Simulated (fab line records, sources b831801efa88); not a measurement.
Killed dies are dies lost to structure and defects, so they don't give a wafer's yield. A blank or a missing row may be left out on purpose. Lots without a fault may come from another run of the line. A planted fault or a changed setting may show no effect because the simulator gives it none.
fab line records | flow gf180mcu
record lots=24 wafers=72 last_day=34
route steps=602 shown M3@423 V3@434 M4@456 TOP_METAL@568
lots that met no fault: from a run of the same line without faults
start_h: hours from the record's first day to the start of the lot's first wafer shown | wait_h: hours since the lot's step before | " the same as in the row above | L1.1+2: a row that stands for several wafers | - no value, or no start given | * or withheld: withheld | < > ~ a bound
route shown NAME@n: a module of which the file shows steps, and the number in the route of the first | usual: mean/standard deviation of fault-free wafers | same: alike in all rows | chamber/n: place in a boat | sites: the reading at each site | _std_site: their standard deviation | _edge_site: outer sites' mean less inner sites' | radius_mm: how far each site lies from the wafer's centre | mask NAME#n: copy n | behind: the tool/chamber that last shaped the wafer | hold: why the lot was held/for how many hours/how that ended | device: the transistor (n, p or np) that didn't switch | end of line: the same wafers' tests at the end of the route | a step without rows: its recipe alone | killed: dies lost to structure and defects at the first sort, not the wafer's yield | map: a wafer's dies, x killed, . not, _ none there
set.NAME: the setting as run; set.NAME@STEP: as run at that earlier step | model.NAME: the simulator's own value behind a step, which no gauge read
steps of the route over a sample of lots; a table a step, a row a wafer
services: from which hour (start_h, from the record's first day; less than 0 if before it) a tool's chamber was out of use, for how many hours, and why
## steps
# step GF_M3_CD_MEAS_14
# recipe target_cd_nm=280
# usual cd_nm=280.3/1.3
# columns lot.wafer tool chamber start_h wait_h cd_nm
L074.1 cd_sem-02 - 489.72 0.1 279.6
L074.2 " - " " 278.2
L074.6 " - " " 279.6
L075.1 cd_sem-02 - 500.65 0.1 279.5
L075.3 " - " " 279.9
L075.6 " - " " 279.1
L076.1 cd_sem-02 - 505.05 0.1 279.7
L076.3 " - " " 279.7
L076.5 " - " " 280.6
L077.4 cd_sem-01 - 515.48 0.1 277.5
L077.5 " - " " 277.9
L077.6 " - " " 279.2
L078.2 cd_sem-02 - 529.52 0.1 279.6
L078.3 " - " " 278.6
L078.4 " - " " 279.2
L079.1 cd_sem-01 - 537.52 0.1 281.0
L079.4 " - " " 280.5
L079.6 " - " " 280.5
L080.3 cd_sem-02 - 545.96 0.1 280.5
L080.4 " - " " 281.1
L080.6 " - " " 280.9
L081.2 cd_sem-01 - 555.89 0.1 279.1
L081.3 " - " " 280.3
L081.5 " - " " 280.1
L082.3 cd_sem-01 - 563.76 0.1 278.8
L082.4 " - " " 280.1
L082.6 " - " " 279.5
L083.1 cd_sem-02 - 566.80 0.1 280.5
L083.5 " - " " 280.8
L083.6 " - " " 281.1
L084.1 cd_sem-01 - 577.82 0.1 280.1
L084.2 " - " " 279.1
L084.6 " - " " 280.0
L085.1 cd_sem-01 - 582.85 0.1 280.0
L085.4 " - " " 280.9
L085.6 " - " " 279.7
L086.3 cd_sem-01 - 588.99 0.1 279.1
L086.4 " - " " 278.7
L086.5 " - " " 278.7
L087.4 cd_sem-02 - 595.11 0.1 277.7
L087.5 " - " " 279.6
L087.6 " - " " 279.8
L088.1 cd_sem-01 - 607.81 0.2 279.5
L088.4 " - " " 279.3
L088.5 " - " " 280.4
L089.2 cd_sem-02 - 613.04 0.1 281.0
L089.3 " - " " 279.6
L089.5 " - " " 277.9
L090.3 cd_sem-02 - 618.56 0.1 280.2
L090.4 " - " " 281.6
L090.6 " - " " 281.6
L091.1 cd_sem-01 - 632.22 0.1 281.3
L091.4 " - " " 281.1
L091.5 " - " " 280.7
L092.2 cd_sem-01 - 632.92 0.1 281.0
L092.3 " - " " 279.3
L092.4 " - " " 280.9
L093.3 cd_sem-01 - 637.41 0.1 283.0
L093.4 " - " " 283.2
L093.5 " - " " 282.1
L094.1 cd_sem-02 - 647.97 0.1 281.4
L094.2 " - " " 281.8
L094.4 " - " " 280.5
L095.1 cd_sem-02 - 656.62 0.1 283.2
L095.3 " - " " 281.7
L095.5 " - " " 282.6
L096.1 cd_sem-02 - 661.80 0.1 282.0
L096.2 " - " " 281.8
L096.6 " - " " 281.6
L097.1 cd_sem-01 - 669.07 0.1 280.9
L097.2 " - " " 280.3
L097.3 " - " " 280.1
# step GF_V3_BOW_MEAS_05
# recipe mode=bow
# usual V3_BOW=116/8.6
# columns lot.wafer tool chamber start_h wait_h V3_BOW[um]
L074.1 film_metro-04 - 491.08 0.2 105
L074.2 " - " " 124
L074.6 " - " " 108
L075.1 film_metro-04 - 502.02 0.2 116
L075.3 " - " " 116
L075.6 " - " " 119
L076.1 film_metro-04 - 506.53 0.1 128
L076.3 " - " " 112
L076.5 " - " " 121
L077.4 film_metro-04 - 516.96 0.2 113
L077.5 " - " " 123
L077.6 " - " " 120
L078.2 film_metro-01 - 530.89 0.2 111
L078.3 " - " " 116
L078.4 " - " " 114
L079.1 film_metro-02 - 538.88 0.2 133
L079.4 " - " " 119
L079.6 " - " " 138
L080.3 film_metro-02 - 547.32 0.3 125
L080.4 " - " " 119
L080.6 " - " " 119
L081.2 film_metro-04 - 557.25 0.1 111
L081.3 " - " " 102
L081.5 " - " " 110
L082.3 film_metro-01 - 565.23 0.1 107
L082.4 " - " " 101
L082.6 " - " " 119
L083.1 film_metro-01 - 568.20 0.2 116
L083.5 " - " " 117
L083.6 " - " " 125
L084.1 film_metro-02 - 579.18 0.1 113
L084.2 " - " " 118
L084.6 " - " " 120
L085.1 film_metro-04 - 584.21 0.2 113
L085.4 " - " " 111
L085.6 " - " " 109
L086.3 film_metro-01 - 590.35 0.2 101
L086.4 " - " " 115
L086.5 " - " " 97
L087.4 film_metro-04 - 596.51 0.2 126
L087.5 " - " " 123
L087.6 " - " " 123
L088.1 film_metro-02 - 609.17 0.1 126
L088.4 " - " " 128
L088.5 " - " " 109
L089.2 film_metro-04 - 614.81 0.3 111
L089.3 " - " " 135
L089.5 " - " " 112
L090.3 film_metro-02 - 619.92 0.3 115
L090.4 " - " " 108
L090.6 " - " " 96
L091.1 film_metro-01 - 633.61 0.2 110
L091.4 " - " " 100
L091.5 " - " " 109
L092.2 film_metro-01 - 634.40 0.2 112
L092.3 " - " " 123
L092.4 " - " " 116
L093.3 film_metro-04 - 638.78 0.1 107
L093.4 " - " " 100
L093.5 " - " " 111
L094.1 film_metro-04 - 649.45 0.1 118
L094.2 " - " " 124
L094.4 " - " " 124
L095.1 film_metro-01 - 657.98 0.1 107
L095.3 " - " " 112
L095.5 " - " " 112
L096.1 film_metro-04 - 663.16 0.1 126
L096.2 " - " " 122
L096.6 " - " " 115
L097.1 film_metro-04 - 670.44 0.1 123
L097.2 " - " " 115
L097.3 " - " " 119
# step GF_V3_THK_MEAS_25
# recipe thk_meas_gauge=xrf reads=W_of_V3_CVD_23
# usual V3_W_THK=348/4.4
# columns lot.wafer tool chamber start_h wait_h V3_W_THK[nm]
L074.1 film_metro-04 - 515.74 0.1 342
L074.2 " - " " 345
L074.6 " - " " 347
L075.1 film_metro-04 - 525.93 0.1 354
L075.3 " - " " 351
L075.6 " - " " 352
L076.1 film_metro-01 - 529.69 0.1 348
L076.3 " - " " 345
L076.5 " - " " 346
L077.4 film_metro-04 - 541.02 0.1 355
L077.5 " - " " 351
L077.6 " - " " 350
L078.2 film_metro-04 - 554.04 0.1 350
L078.3 " - " " 346
L078.4 " - " " 345
L079.1 film_metro-02 - 562.15 0.1 353
L079.4 " - " " 356
L079.6 " - " " 356
L080.3 film_metro-01 - 571.17 0.1 345
L080.4 " - " " 346
L080.6 " - " " 349
L081.2 film_metro-04 - 580.55 0.1 341
L081.3 " - " " 346
L081.5 " - " " 342
L082.3 film_metro-02 - 587.66 0.1 346
L082.4 " - " " 348
L082.6 " - " " 351
L083.1 film_metro-04 - 591.05 0.1 341
L083.5 " - " " 352
L083.6 " - " " 347
L084.1 film_metro-02 - 601.80 0.1 353
L084.2 " - " " 348
L084.6 " - " " 349
L085.1 film_metro-04 - 606.65 0.1 345
L085.4 " - " " 345
L085.6 " - " " 342
L086.3 film_metro-02 - 612.09 0.1 344
L086.4 " - " " 341
L086.5 " - " " 346
L087.4 film_metro-02 - 618.12 0.1 345
L087.5 " - " " 346
L087.6 " - " " 347
L088.1 film_metro-02 - 630.57 0.1 342
L088.4 " - " " 345
L088.5 " - " " 353
L089.2 film_metro-02 - 635.88 0.1 350
L089.3 " - " " 354
L089.5 " - " " 355
L090.3 film_metro-04 - 641.02 0.1 355
L090.4 " - " " 357
L090.6 " - " " 351
L091.1 film_metro-01 - 653.87 0.1 353
L091.4 " - " " 348
L091.5 " - " " 346
L092.2 film_metro-02 - 655.35 0.1 351
L092.3 " - " " 360
L092.4 " - " " 354
L093.3 film_metro-02 - 659.40 0.1 349
L093.4 " - " " 356
L093.5 " - " " 347
L094.1 film_metro-04 - 669.53 0.1 351
L094.2 " - " " 347
L094.4 " - " " 346
L095.1 film_metro-01 - 678.05 0.1 348
L095.3 " - " " 348
L095.5 " - " " 350
L096.1 film_metro-01 - 683.15 0.1 345
L096.2 " - " " 348
L096.6 " - " " 344
L097.1 film_metro-01 - 690.60 0.1 347
L097.2 " - " " 352
L097.3 " - " " 348
# step GF_M4_SPUTTER_00
# recipe material=Ti target_thk_nm=37.5 arriving_ion_energy_ev=80 substrate_temp_c=200 chamber_pressure_pa=2 power_w=4000 time_s=150
# usual throttle_valve_pct=30.1/1.2
# columns lot.wafer tool chamber start_h wait_h throttle_valve_pct
L074.1 pvd_sputter-03 - 516.10 0.1 30.5
L074.2 " - " " 31.2
L074.6 " - " " 31.2
L075.1 pvd_sputter-03 - 526.29 0.2 31.3
L075.3 " - " " 28.0
L075.6 " - " " 30.9
L076.1 pvd_sputter-03 - 530.05 0.1 28.4
L076.3 " - " " 30.9
L076.5 " - " " 31.2
L077.4 pvd_sputter-01 - 541.35 0.2 30.7
L077.5 " - " " 28.4
L077.6 " - " " 29.9
L078.2 pvd_sputter-01 - 554.39 0.2 31.0
L078.3 " - " " 28.4
L078.4 " - " " 30.9
L079.1 pvd_sputter-02 - 562.51 0.2 29.2
L079.4 " - " " 28.7
L079.6 " - " " 29.1
L080.3 pvd_sputter-02 - 571.51 0.1 29.8
L080.4 " - " " 28.8
L080.6 " - " " 31.1
L081.2 pvd_sputter-02 - 580.90 0.2 29.2
L081.3 " - " " 28.6
L081.5 " - " " 29.3
L082.3 pvd_sputter-03 - 588.00 0.2 31.3
L082.4 " - " " 31.2
L082.6 " - " " 30.6
L083.1 pvd_sputter-01 - 591.41 0.2 30.7
L083.5 " - " " 28.3
L083.6 " - " " 31.1
L084.1 pvd_sputter-03 - 602.16 0.2 31.4
L084.2 " - " " 28.0
L084.6 " - " " 31.3
L085.1 pvd_sputter-01 - 607.01 0.2 30.9
L085.4 " - " " 30.7
L085.6 " - " " 30.0
L086.3 pvd_sputter-02 - 612.43 0.1 29.6
L086.4 " - " " 31.6
L086.5 " - " " 29.5
L087.4 pvd_sputter-03 - 618.50 0.2 31.3
L087.5 " - " " 28.0
L087.6 " - " " 31.1
L088.1 pvd_sputter-03 - 630.93 0.1 30.8
L088.4 " - " " 28.2
L088.5 " - " " 31.2
L089.2 pvd_sputter-01 - 636.23 0.2 31.2
L089.3 " - " " 28.5
L089.5 " - " " 30.7
L090.3 pvd_sputter-03 - 641.36 0.2 31.0
L090.4 " - " " 28.3
L090.6 " - " " 31.1
L091.1 pvd_sputter-03 - 654.23 0.2 27.9
L091.4 " - " " 30.8
L091.5 " - " " 31.1
L092.2 pvd_sputter-02 - 655.70 0.2 29.5
L092.3 " - " " 29.1
L092.4 " - " " 28.7
L093.3 pvd_sputter-01 - 659.74 0.1 30.0
L093.4 " - " " 31.0
L093.5 " - " " 30.9
L094.1 pvd_sputter-03 - 669.89 0.2 31.1
L094.2 " - " " 31.5
L094.4 " - " " 30.6
L095.1 pvd_sputter-03 - 678.41 0.1 30.6
L095.3 " - " " 31.1
L095.5 " - " " 31.2
L096.1 pvd_sputter-02 - 683.51 0.1 29.3
L096.2 " - " " 29.8
L096.6 " - " " 29.1
L097.1 pvd_sputter-03 - 690.96 0.1 28.2
L097.2 " - " " 31.4
L097.3 " - " " 30.8
# step GF_M4_SPUTTER_03
# recipe material=Ti target_thk_nm=10 substrate_temp_c=300 chamber_pressure_pa=0.3 power_w=3000 time_s=6.7
# usual throttle_valve_pct=30.1/1.2
# columns lot.wafer tool chamber start_h wait_h throttle_valve_pct
L074.1 pvd_sputter-03 - 516.26 0.0 30.4
L074.2 " - " " 31.3
L074.6 " - " " 31.1
L075.1 pvd_sputter-03 - 526.45 0.0 31.4
L075.3 " - " " 28.2
L075.6 " - " " 30.6
L076.1 pvd_sputter-03 - 530.21 0.0 28.1
L076.3 " - " " 30.6
L076.5 " - " " 31.4
L077.4 pvd_sputter-01 - 541.51 0.0 30.9
L077.5 " - " " 28.8
L077.6 " - " " 30.2
L078.2 pvd_sputter-01 - 554.55 0.0 30.8
L078.3 " - " " 28.5
L078.4 " - " " 31.0
L079.1 pvd_sputter-02 - 562.67 0.0 29.3
L079.4 " - " " 28.9
L079.6 " - " " 29.4
L080.3 pvd_sputter-02 - 571.67 0.0 29.5
L080.4 " - " " 29.3
L080.6 " - " " 31.2
L081.2 pvd_sputter-02 - 581.06 0.0 29.3
L081.3 " - " " 28.6
L081.5 " - " " 29.3
L082.3 pvd_sputter-03 - 588.16 0.0 31.3
L082.4 " - " " 30.9
L082.6 " - " " 30.7
L083.1 pvd_sputter-01 - 591.57 0.0 30.6
L083.5 " - " " 28.5
L083.6 " - " " 30.8
L084.1 pvd_sputter-03 - 602.32 0.0 31.2
L084.2 " - " " 28.4
L084.6 " - " " 31.2
L085.1 pvd_sputter-01 - 607.17 0.0 31.2
L085.4 " - " " 31.0
L085.6 " - " " 29.6
L086.3 pvd_sputter-02 - 612.59 0.0 29.5
L086.4 " - " " 31.4
L086.5 " - " " 29.3
L087.4 pvd_sputter-03 - 618.62 0.0 31.4
L087.5 " - " " 28.2
L087.6 " - " " 31.3
L088.1 pvd_sputter-03 - 631.09 0.0 30.9
L088.4 " - " " 28.2
L088.5 " - " " 31.0
L089.2 pvd_sputter-01 - 636.41 0.0 30.8
L089.3 " - " " 28.3
L089.5 " - " " 30.7
L090.3 pvd_sputter-03 - 641.52 0.0 31.4
L090.4 " - " " 28.0
L090.6 " - " " 31.0
L091.1 pvd_sputter-03 - 654.39 0.0 27.8
L091.4 " - " " 30.7
L091.5 " - " " 31.0
L092.2 pvd_sputter-02 - 655.86 0.0 29.5
L092.3 " - " " 29.4
L092.4 " - " " 28.7
L093.3 pvd_sputter-01 - 659.90 0.0 30.0
L093.4 " - " " 30.7
L093.5 " - " " 30.9
L094.1 pvd_sputter-03 - 670.05 0.0 31.3
L094.2 " - " " 31.5
L094.4 " - " " 30.7
L095.1 pvd_sputter-03 - 678.57 0.0 30.9
L095.3 " - " " 31.0
L095.5 " - " " 31.4
L096.1 pvd_sputter-02 - 683.67 0.0 29.3
L096.2 " - " " 29.4
L096.6 " - " " 29.5
L097.1 pvd_sputter-03 - 691.12 0.0 28.3
L097.2 " - " " 31.3
L097.3 " - " " 30.7
# step GF_TOP_METAL_SPUTTER_01
# recipe material=TiN target_thk_nm=30 power_w=6500 time_s=25 chamber_pressure_pa=0.4
# usual throttle_valve_pct=30.0/1.1
# columns lot.wafer tool chamber start_h wait_h throttle_valve_pct
L074.1 pvd_sputter-02 - 631.33 0.1 28.8
L074.2 " - " " 31.2
L074.6 " - " " 29.4
L075.1 pvd_sputter-03 - 639.67 0.1 31.2
L075.3 " - " " 30.8
L075.6 " - " " 27.9
L076.1 pvd_sputter-02 - 641.85 0.1 28.8
L076.3 " - " " 29.0
L076.5 " - " " 29.7
L077.4 pvd_sputter-02 - 652.45 0.1 29.2
L077.5 " - " " 29.4
L077.6 " - " " 29.1
L078.2 pvd_sputter-02 - 663.80 0.1 28.7
L078.3 " - " " 31.2
L078.4 " - " " 29.3
L079.1 pvd_sputter-03 - 671.36 0.1 31.0
L079.4 " - " " 28.2
L079.6 " - " " 31.4
L080.3 pvd_sputter-02 - 679.20 0.1 28.8
L080.4 " - " " 29.4
L080.6 " - " " 31.4
L081.2 pvd_sputter-02 - 687.74 0.1 29.5
L081.3 " - " " 31.4
L081.5 " - " " 29.3
L082.3 pvd_sputter-01 - 695.17 0.1 29.9
L082.4 " - " " 28.5
L082.6 " - " " 30.2
L083.1 pvd_sputter-02 - 697.32 0.1 29.4
L083.5 " - " " 31.2
L083.6 " - " " 29.7
L084.1 pvd_sputter-01 - 706.42 0.1 28.6
L084.2 " - " " 31.1
L084.6 " - " " 28.5
L085.1 pvd_sputter-03 - 710.37 0.1 31.2
L085.4 " - " " 31.4
L085.6 " - " " 30.5
L086.3 pvd_sputter-02 - 715.91 0.1 31.4
L086.4 " - " " 28.8
L086.5 " - " " 29.4
L087.4 pvd_sputter-03 - 721.15 0.1 28.2
L087.5 " - " " 28.0
L087.6 " - " " 31.0
L088.1 pvd_sputter-01 - 731.11 0.1 31.1
L088.4 " - " " 30.8
L088.5 " - " " 30.9
L089.2 pvd_sputter-03 - 734.80 0.1 28.1
L089.3 " - " " 31.6
L089.5 " - " " 31.0
L090.3 pvd_sputter-02 - 741.67 0.1 28.8
L090.4 " - " " 29.8
L090.6 " - " " 31.2
L091.1 pvd_sputter-02 - 752.58 0.1 28.7
L091.4 " - " " 29.1
L091.5 " - " " 31.0
L092.2 pvd_sputter-02 - 753.98 0.1 31.1
L092.3 " - " " 28.6
L092.4 " - " " 29.6
L093.3 pvd_sputter-03 - 758.60 0.1 31.1
L093.4 " - " " 31.2
L093.5 " - " " 31.4
L094.1 pvd_sputter-03 - 765.73 0.1 28.1
L094.2 " - " " 31.3
L094.4 " - " " 31.2
L095.1 pvd_sputter-03 - 771.43 0.1 30.6
L095.3 " - " " 28.1
L095.5 " - " " 30.6
L096.1 pvd_sputter-01 - 777.68 0.1 28.4
L096.2 " - " " 31.2
L096.6 " - " " 28.6
L097.1 pvd_sputter-01 - 782.13 0.1 29.9
L097.2 " - " " 30.9
L097.3 " - " " 31.1
## services
# columns tool chamber start_h hours kind
pvd_sputter-02 - 583.16 5.7 repair
pvd_sputter-01 3 587.89 - consumable_replace:kit
pvd_sputter-01 3 587.89 18.0 scheduled_down
pvd_sputter-01 3 587.89 18.0 vent_cycle
pvd_sputter-03 2 601.05 - consumable_replace:kit
pvd_sputter-03 2 601.05 18.0 scheduled_down
pvd_sputter-03 2 601.05 18.0 vent_cycle
pvd_sputter-02 - 604.43 3.6 repair
pvd_sputter-02 3 679.32 - consumable_replace:kit
pvd_sputter-02 3 679.32 18.0 scheduled_down
pvd_sputter-02 3 679.32 18.0 vent_cycle
pvd_sputter-02 - 710.50 2.0 repair
pvd_sputter-02 - 718.60 7.7 repair
pvd_sputter-01 2 727.32 - consumable_replace:kit
pvd_sputter-01 2 727.32 18.0 scheduled_down
pvd_sputter-01 2 727.32 18.0 vent_cycle
pvd_sputter-03 1 738.44 - consumable_replace:kit
pvd_sputter-03 1 738.44 18.0 scheduled_down
pvd_sputter-03 1 738.44 18.0 vent_cycle
## key
fault none
